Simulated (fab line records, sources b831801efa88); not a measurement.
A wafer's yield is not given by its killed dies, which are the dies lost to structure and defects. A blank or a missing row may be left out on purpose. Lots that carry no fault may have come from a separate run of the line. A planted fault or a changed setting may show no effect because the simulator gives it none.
Split-lot trial :: flow sfqLine :: route with 325 steps; 5 lots, 23 wafers read

## ABOUT THE SPLIT
At SFQ_TRILAYER_I1_VIA_LITHO_COAT_054 (resist thk 62 nm), the setting spinRpm was moved away from the recipe's 3000 rpm on 7 of the 23 wafers read, by -6.9% to -5.1%. All remaining wafers had this setting at the recipe value.

The reading comes from the split's own step.

## THE READING
BARC_of_TRILAYER_I1_VIA_LITHO_COAT_054.thkNm (the simulator's own value, which no gauge read), in nm, at SFQ_TRILAYER_I1_VIA_LITHO_COAT_054 (resist thk 62 nm). The file does not state a usual value for it. Across the 16 wafers here that went through the recipe, the average is 61.94 nm and the standard deviation 0.19 nm.

wafer: L075.1
tool, chamber at the split: lithoTrack-01, 0
spinRpm as run, rpm: 2847
against the recipe: -5.1%
BARC_of_TRILAYER_I1_VIA_LITHO_COAT_054.thkNm, nm: 63.56
against lot-mates on the recipe: +1.65

wafer: L075.2
tool, chamber at the split: lithoTrack-01, 0
spinRpm as run, rpm: 2847
against the recipe: -5.1%
BARC_of_TRILAYER_I1_VIA_LITHO_COAT_054.thkNm, nm: 63.52
against lot-mates on the recipe: +1.61

wafer: L075.3
tool, chamber at the split: lithoTrack-01, 0
spinRpm as run, rpm: 3000
against the recipe: recipe
BARC_of_TRILAYER_I1_VIA_LITHO_COAT_054.thkNm, nm: 61.85
against lot-mates on the recipe: -

wafer: L075.4
tool, chamber at the split: lithoTrack-01, 0
spinRpm as run, rpm: 3000
against the recipe: recipe
BARC_of_TRILAYER_I1_VIA_LITHO_COAT_054.thkNm, nm: 61.97
against lot-mates on the recipe: -

wafer: L075.6
tool, chamber at the split: lithoTrack-01, 0
spinRpm as run, rpm: 2847
against the recipe: -5.1%
BARC_of_TRILAYER_I1_VIA_LITHO_COAT_054.thkNm, nm: 63.51
against lot-mates on the recipe: +1.60

wafer: L078.2
tool, chamber at the split: lithoTrack-04, 0
spinRpm as run, rpm: 3000
against the recipe: recipe
BARC_of_TRILAYER_I1_VIA_LITHO_COAT_054.thkNm, nm: 61.87
against lot-mates on the recipe: -

wafer: L078.3
tool, chamber at the split: lithoTrack-04, 0
spinRpm as run, rpm: 3000
against the recipe: recipe
BARC_of_TRILAYER_I1_VIA_LITHO_COAT_054.thkNm, nm: 61.72
against lot-mates on the recipe: -

wafer: L078.4
tool, chamber at the split: lithoTrack-04, 0
spinRpm as run, rpm: 3000
against the recipe: recipe
BARC_of_TRILAYER_I1_VIA_LITHO_COAT_054.thkNm, nm: 61.82
against lot-mates on the recipe: -

wafer: L078.5
tool, chamber at the split: lithoTrack-04, 0
spinRpm as run, rpm: 3000
against the recipe: recipe
BARC_of_TRILAYER_I1_VIA_LITHO_COAT_054.thkNm, nm: 61.76
against lot-mates on the recipe: -

wafer: L078.6
tool, chamber at the split: lithoTrack-04, 0
spinRpm as run, rpm: 3000
against the recipe: recipe
BARC_of_TRILAYER_I1_VIA_LITHO_COAT_054.thkNm, nm: 61.54
against lot-mates on the recipe: -

wafer: L080.1
tool, chamber at the split: lithoTrack-04, 0
spinRpm as run, rpm: 3000
against the recipe: recipe
BARC_of_TRILAYER_I1_VIA_LITHO_COAT_054.thkNm, nm: 62.15
against lot-mates on the recipe: -

wafer: L080.3
tool, chamber at the split: lithoTrack-04, 0
spinRpm as run, rpm: 3000
against the recipe: recipe
BARC_of_TRILAYER_I1_VIA_LITHO_COAT_054.thkNm, nm: 62.12
against lot-mates on the recipe: -

wafer: L080.4
tool, chamber at the split: lithoTrack-04, 0
spinRpm as run, rpm: 3000
against the recipe: recipe
BARC_of_TRILAYER_I1_VIA_LITHO_COAT_054.thkNm, nm: 62.02
against lot-mates on the recipe: -

wafer: L083.1
tool, chamber at the split: lithoTrack-01, 0
spinRpm as run, rpm: 3000
against the recipe: recipe
BARC_of_TRILAYER_I1_VIA_LITHO_COAT_054.thkNm, nm: 61.86
against lot-mates on the recipe: -

wafer: L083.2
tool, chamber at the split: lithoTrack-01, 0
spinRpm as run, rpm: 2792
against the recipe: -6.9%
BARC_of_TRILAYER_I1_VIA_LITHO_COAT_054.thkNm, nm: 64.08
against lot-mates on the recipe: +2.16

wafer: L083.3
tool, chamber at the split: lithoTrack-01, 0
spinRpm as run, rpm: 2792
against the recipe: -6.9%
BARC_of_TRILAYER_I1_VIA_LITHO_COAT_054.thkNm, nm: 64.44
against lot-mates on the recipe: +2.52

wafer: L083.4
tool, chamber at the split: lithoTrack-01, 0
spinRpm as run, rpm: 3000
against the recipe: recipe
BARC_of_TRILAYER_I1_VIA_LITHO_COAT_054.thkNm, nm: 61.78
against lot-mates on the recipe: -

wafer: L083.5
tool, chamber at the split: lithoTrack-01, 0
spinRpm as run, rpm: 3000
against the recipe: recipe
BARC_of_TRILAYER_I1_VIA_LITHO_COAT_054.thkNm, nm: 62.11
against lot-mates on the recipe: -

wafer: L084.1
tool, chamber at the split: lithoTrack-03, 0
spinRpm as run, rpm: 2820
against the recipe: -6.0%
BARC_of_TRILAYER_I1_VIA_LITHO_COAT_054.thkNm, nm: 64.24
against lot-mates on the recipe: +2.08

wafer: L084.2
tool, chamber at the split: lithoTrack-03, 0
spinRpm as run, rpm: 2820
against the recipe: -6.0%
BARC_of_TRILAYER_I1_VIA_LITHO_COAT_054.thkNm, nm: 64.16
against lot-mates on the recipe: +2.00

wafer: L084.3
tool, chamber at the split: lithoTrack-03, 0
spinRpm as run, rpm: 3000
against the recipe: recipe
BARC_of_TRILAYER_I1_VIA_LITHO_COAT_054.thkNm, nm: 62.33
against lot-mates on the recipe: -

wafer: L084.5
tool, chamber at the split: lithoTrack-03, 0
spinRpm as run, rpm: 3000
against the recipe: recipe
BARC_of_TRILAYER_I1_VIA_LITHO_COAT_054.thkNm, nm: 62.09
against lot-mates on the recipe: -

wafer: L084.6
tool, chamber at the split: lithoTrack-03, 0
spinRpm as run, rpm: 3000
against the recipe: recipe
BARC_of_TRILAYER_I1_VIA_LITHO_COAT_054.thkNm, nm: 62.05
against lot-mates on the recipe: -

THE FIT
A straight line over all 23 wafers: BARC_of_TRILAYER_I1_VIA_LITHO_COAT_054.thkNm changes by -0.34 nm for each +1% of spinRpm; r = -0.98; the points scatter about the line by 0.2 nm.
The same after taking each lot's own level away (the mean of its wafers on the recipe; 23 wafers): -0.333 nm for each +1%; r = -0.99; scatter 0.12 nm.
The reading moves by 2.3 nm for the largest change in spinRpm, on that fit.
The lots' own levels span 61.742 to 62.157 nm, that is 2.1 times the standard deviation above.
The two slopes are in agreement: the lot-to-lot level therefore moves the slope only a little.
Check: for one of the wafers moved furthest among these (-6.9%), held out of the fit, the line's prediction against its lot-mates is +2.34 nm. Against them it came out at +2.16 nm.

## THESE WAFERS: OTHER SPLITS
These wafers also went through other splits before the reading. Each is held against what the fit with the lots' levels taken away leaves over:
other split on the same wafers: SFQ_TRILAYER_INCOMING_OXIDATION_002 oxTimeS
wafers away from the commonest value: 18
r with BARC_of_TRILAYER_I1_VIA_LITHO_COAT_054.thkNm (lot level and that fit taken away): +0.08

other split on the same wafers: SFQ_TRILAYER_L0_LITHO_COAT_005 spinRpm
wafers away from the commonest value: 7
r with BARC_of_TRILAYER_I1_VIA_LITHO_COAT_054.thkNm (lot level and that fit taken away): -0.01

other split on the same wafers: SFQ_TRILAYER_L0_VIA_BARC_OPEN_VIA_ETCH_021 timeS
wafers away from the commonest value: 4
r with BARC_of_TRILAYER_I1_VIA_LITHO_COAT_054.thkNm (lot level and that fit taken away): +0.14

other split on the same wafers: SFQ_TRILAYER_M0_DEP_SPUTTER_019 timeS
wafers away from the commonest value: 7
r with BARC_of_TRILAYER_I1_VIA_LITHO_COAT_054.thkNm (lot level and that fit taken away): -0.18

other split on the same wafers: SFQ_TRILAYER_M0_LITHO_COAT_026 resistThkNm
wafers away from the commonest value: 10
r with BARC_of_TRILAYER_I1_VIA_LITHO_COAT_054.thkNm (lot level and that fit taken away): +0.21

other split on the same wafers: SFQ_TRILAYER_M0_ETCH_METAL_ETCH_024 pressureMtorr
wafers away from the commonest value: 15
r with BARC_of_TRILAYER_I1_VIA_LITHO_COAT_054.thkNm (lot level and that fit taken away): +0.17

other split on the same wafers: SFQ_TRILAYER_I0_VIA_LITHO_COAT_031 spinRpm
wafers away from the commonest value: 10
r with BARC_of_TRILAYER_I1_VIA_LITHO_COAT_054.thkNm (lot level and that fit taken away): -0.15

other split on the same wafers: SFQ_TRILAYER_I0_VIA_LITHO_PEB_034 pebTimeS
wafers away from the commonest value: 6
r with BARC_of_TRILAYER_I1_VIA_LITHO_COAT_054.thkNm (lot level and that fit taken away): +0.18

other split on the same wafers: SFQ_TRILAYER_I0_VIA_ETCH_VIA_ETCH_034 biasW
wafers away from the commonest value: 8
r with BARC_of_TRILAYER_I1_VIA_LITHO_COAT_054.thkNm (lot level and that fit taken away): -0.31

other split on the same wafers: SFQ_TRILAYER_M1_LITHO_PEB_042 pebTempC
wafers away from the commonest value: 8
r with BARC_of_TRILAYER_I1_VIA_LITHO_COAT_054.thkNm (lot level and that fit taken away): -0.08

other split on the same wafers: SFQ_TRILAYER_M1_BARC_OPEN_METAL_ETCH_054 biasW
wafers away from the commonest value: 7
r with BARC_of_TRILAYER_I1_VIA_LITHO_COAT_054.thkNm (lot level and that fit taken away): -0.14

## FILE'S OWN FIT
BARC_of_TRILAYER_I1_VIA_LITHO_COAT_054.thkNm changes by -0.334 nm for each +1% of spinRpm, r = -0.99.
